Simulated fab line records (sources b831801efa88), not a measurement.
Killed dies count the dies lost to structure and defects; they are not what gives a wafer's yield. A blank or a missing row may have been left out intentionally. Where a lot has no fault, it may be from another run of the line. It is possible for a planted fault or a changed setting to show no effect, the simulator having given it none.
A lot that was struck, set against a sound lot | flow sky130 | 31 steps out of a route of 708
Sound: wafers L800.2, L800.3, L800.4. Struck: wafers L804.1, L804.2, L804.6. The cause is named last.
Order at every step that has rows: each side's tool, ch and its chambers, its first start. Under that, the readings that differ: sound wafers | struck wafers | difference of the means | sigmas: that difference in standard deviations of wafers without a fault.
alike: readings with means less than 2 such deviations apart, plus words and numbers identical on both sides. not compared: withheld readings, readings lacking a value on some wafer, bounds such as >300 that could conceal the same value, and numbers that have no deviation in the record and whose values overlap.
Wherever a step has rows on one side only, a row that says differs or no value, or a row with sigmas, the two part there. When numbers do not overlap yet have no deviation, they are printed without sigmas and do not part them. A reading that every wafer of one side lacks parts them only if that side has two wafers or more.

SKY_CAPM_THK_MEAS_01:
  sound: film_metro-04 at day 38 02:35; struck: film_metro-02 at day 39 02:20
  alike: CAPM_CVD_00_THK
SKY_CAPM_SPUTTER_02: material TiN, target thk 200 nm, time 166.7 s.
  sound: pvd_sputter-01 at day 38 02:38; struck: pvd_sputter-01 at day 39 02:24
  alike: substrate_temp_c, throttle_valve_pct
SKY_CAPM_RS_MEAS_03: a four-point-probe measurement.
  sound: film_metro-04 at day 38 02:46; struck: film_metro-01 at day 39 02:31
  alike: CAPM_TIN_RS
SKY_CAPM_THK_MEAS_04: measures by xrf.
  sound: film_metro-04 at day 38 02:53; struck: film_metro-01 at day 39 02:38
  alike: CAPM_TIN_THK
then, 7 steps without rows for these wafers: SKY_CAPM_DEHYDRATE_05 (time 60 s); SKY_CAPM_HMDS_06 (prime time 60 s); SKY_CAPM_COAT_07 (resist thk 1140 nm); SKY_CAPM_SOFTBAKE_08 (time 60 s); SKY_CAPM_EXPOSE_09 (exposes mask CAPM, target cd 1000 nm); SKY_CAPM_PEB_10; SKY_CAPM_DEVELOP_11 (develop time 60 s).
SKY_CAPM_OVL_MEAS_12:
  sound: overlay-01 at day 39 04:07; struck: overlay-01 at day 40 02:50
  alike: CAPM_OVL
SKY_CAPM_METAL_ETCH_13: etches TiN in Cl2/BCl3, stops on SiO2, target depth 220 nm, time 62.9 s.
  sound on rie_metal-01 ch 0,1, day 39 04:08; struck on rie_metal-01 ch 0,1, day 40 02:52
  reading                                   | sound             | struck            | difference | sigmas
  bias_w (W)                                | 48.49 48.50 48.47 | 53.43 53.37 53.57 | +4.97      | +35
  model.NOVOLAK_of_CAPM_COAT_07.thk_nm (nm) | 989.7 989.5 986.8 | 982 983.2 984.2   | -6         |
  model.SiO2_of_CAPM_CVD_00.thk_nm (nm)     | 15.4 15.34 15.54  | 14.08 14.09 14.11 | -1.33      |
  alike: drypump_motor_current_A, oes_product_au, rf_fwd_power_W, throttle_valve_pct
  not compared: rf_hours_counter_h
SKY_CAPM_STRIP_14: strips in O2/N2.
  sound on plasma_asher-03 ch 0,1, day 39 04:13; struck on plasma_asher-04 ch 0,1, day 40 02:57
  alike: drypump_motor_current_A, oes_product_au, strip_time_to_endpoint_s
  not compared: rf_hours_counter_h
then, 11 steps without rows for these wafers: SKY_CAPM_STRIP_15 (strips in post etch residue remover, time 1200 s); SKY_CAPM_CLEAN_16 (cleans in IPA, time 180 s); SKY_CAPM_CLEAN_17 (cleans in O3/DIW); SKY_METAL3_DEHYDRATE_05 (time 60 s); SKY_METAL3_HMDS_06 (prime time 60 s); SKY_METAL3_COAT_07 (resist thk 60 nm); SKY_METAL3_COAT_08 (resist thk 1140 nm); SKY_METAL3_SOFTBAKE_09 (time 90 s); SKY_METAL3_EXPOSE_10 (exposes mask MM3, target cd 300 nm); SKY_METAL3_PEB_11; SKY_METAL3_DEVELOP_12 (develop time 60 s).
SKY_METAL3_CD_MEAS_13: target cd 300 nm.
  sound: cd_sem-01 at day 40 06:02; struck: cd_sem-01 at day 41 03:49
  alike: cd_nm
SKY_METAL3_OVL_MEAS_14:
  sound: overlay-02 at day 40 06:08; struck: overlay-02 at day 41 03:56
  alike: METAL3_OVL
SKY_METAL3_DESCUM_15: chemistry O2, time 8 s.
  sound on rie_metal-03 ch 0,1, day 40 06:10; struck on rie_metal-03 ch 0,1, day 41 03:58
  alike: drypump_motor_current_A, oes_product_au, rf_fwd_power_W
  not compared: rf_hours_counter_h
SKY_METAL3_ETCH_16: etches BARC in N2/H2, stops on SiO2, time 88.2 s, target depth 60 nm.
  sound on rie_metal-03 ch 0,1, day 40 06:11; struck on rie_metal-03 ch 0,1, day 41 03:59
  alike: bias_w, drypump_motor_current_A, oes_product_au, rf_fwd_power_W, throttle_valve_pct
  not compared: rf_hours_counter_h
SKY_METAL3_ETCH_17: etches SiO2 in C4F8/O2/Ar, stops on TiN, time 3.9 s, target depth 15 nm.
  sound on rie_diel-03 ch 0,2,3, day 40 06:17; struck on rie_diel-04 ch 0,1,2, day 41 04:05
  reading               | sound             | struck            | difference | sigmas
  oes_product_au (a.u.) | 0.749 0.749 0.750 | 0.716 0.717 0.720 | -0.032     | -5
  alike: bias_w, rf_fwd_power_W
  not compared: rf_hours_counter_h
SKY_METAL3_METAL_ETCH_18: etches the open film in Cl2/BCl3, stops on SiO2, target depth 845 nm, time 183.1 s.
  sound on rie_metal-01 ch 0,1, day 40 06:19; struck on rie_metal-04 ch 0,1, day 41 04:07
  reading    | sound             | struck            | difference | sigmas
  bias_w (W) | 48.90 48.47 48.67 | 48.32 48.41 48.28 | -0.34      | -3
  alike: drypump_motor_current_A, oes_product_au, rf_fwd_power_W, throttle_valve_pct
  not compared: rf_hours_counter_h

## WHERE THEY PART
At SKY_CAPM_METAL_ETCH_13 first; at SKY_METAL3_METAL_ETCH_18 last (within this record only).

WHY: whatever the simulator had introduced
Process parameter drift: rie_metal-01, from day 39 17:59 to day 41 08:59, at SKY_CAPM_METAL_ETCH_13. Setting bias_w, moved by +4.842, from 48.5. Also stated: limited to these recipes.
